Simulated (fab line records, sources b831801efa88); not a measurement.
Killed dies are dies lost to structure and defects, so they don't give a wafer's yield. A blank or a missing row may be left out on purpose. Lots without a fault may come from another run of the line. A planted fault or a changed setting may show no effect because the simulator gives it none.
Problem report in the 8D (eight disciplines) form, filled by code | flow gf180mcu | the parts of the form that need people (team, actions taken, sign-off) are left out

1. THE PROBLEM
dose_ions_cm2 at GF_HV_LDD_IMPLANT_48 reads a mean of 3e+13 on 6 wafers of 2 lots; wafers without a fault read 3e+13 with a standard deviation of 3.7e+10. That is +15 standard deviations from the usual mean.
First seen on wafer L402.2, day 17 23:47, on implanter-02. The record holds 42 wafers of 14 lots with a number at this step. Rule for "out", or "out of limits": more than 4 standard deviations from the usual mean. The other wafers with a number count as sound.

2. WHAT IT IS AND WHAT IT IS NOT
question                    | is                     | is not
which readings at this step | dose_ions_cm2          | -
which lots                  | L402, L403             | L385, L386, L387, L388, L389, L392, L396, L397, L404, L405, L407, L408
which wafers of those lots  | all that have a number | -
read on which tools         | implanter-02           | implanter-03, implanter-04
when                        | from day 17 23:47      | up to then (24 sound wafers); but 12 sound wafers of L404, L405, L407, L408 came after

3. SUSPECTS, AND WHAT RULES EACH OUT
Counting: a tool at a process step up to the reading stays a suspect if it ran every lot that is out and no sound lot after the first of them.
- implanter-02 at GF_HV_LDD_IMPLANT_48: kept. It ran every lot that is out, first L402 (day 17 23:47), and no sound lot after that; its last sound lot up to then is L397 (day 16 10:05). Its own readings are out on those wafers: dose_ions_cm2.
Left after counting: implanter-02 at GF_HV_LDD_IMPLANT_48.

4. THE CAUSE (what the simulator had put in)
Process parameter drift: implanter-02, from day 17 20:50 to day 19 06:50, at GF_HV_LDD_IMPLANT_48. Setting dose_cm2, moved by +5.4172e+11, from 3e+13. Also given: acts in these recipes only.
Counting left only this tool.

5. THE CHAIN OF EFFECTS, in route order
Each row: a reading whose mean over the struck wafers that have a number lies more than 3 standard deviations from the usual. Only readings for which the record gives a usual standard deviation are gone through. hours: the time from each lot's start at the first step in this table that gives one to its start at this step, as a median over the lots. sigmas: the change in usual standard deviations.
hours | step                 | reading       | usual | on struck wafers | change | sigmas
0     | GF_HV_LDD_IMPLANT_48 | dose_ions_cm2 | 3e+13 | 3e+13            | +6e+11 | +15
The process steps in it:
- GF_HV_LDD_IMPLANT_48
Later measuring or inspecting steps at which every struck wafer that the step has a row for has a number for every such reading, and none has moved that far: GF_NSD_TW_MEAS_12.

6. WHAT WOULD HAVE CAUGHT IT SOONER
In this record the first reading out of limits was taken at day 17 23:47, 3 hours after the fault began at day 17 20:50.
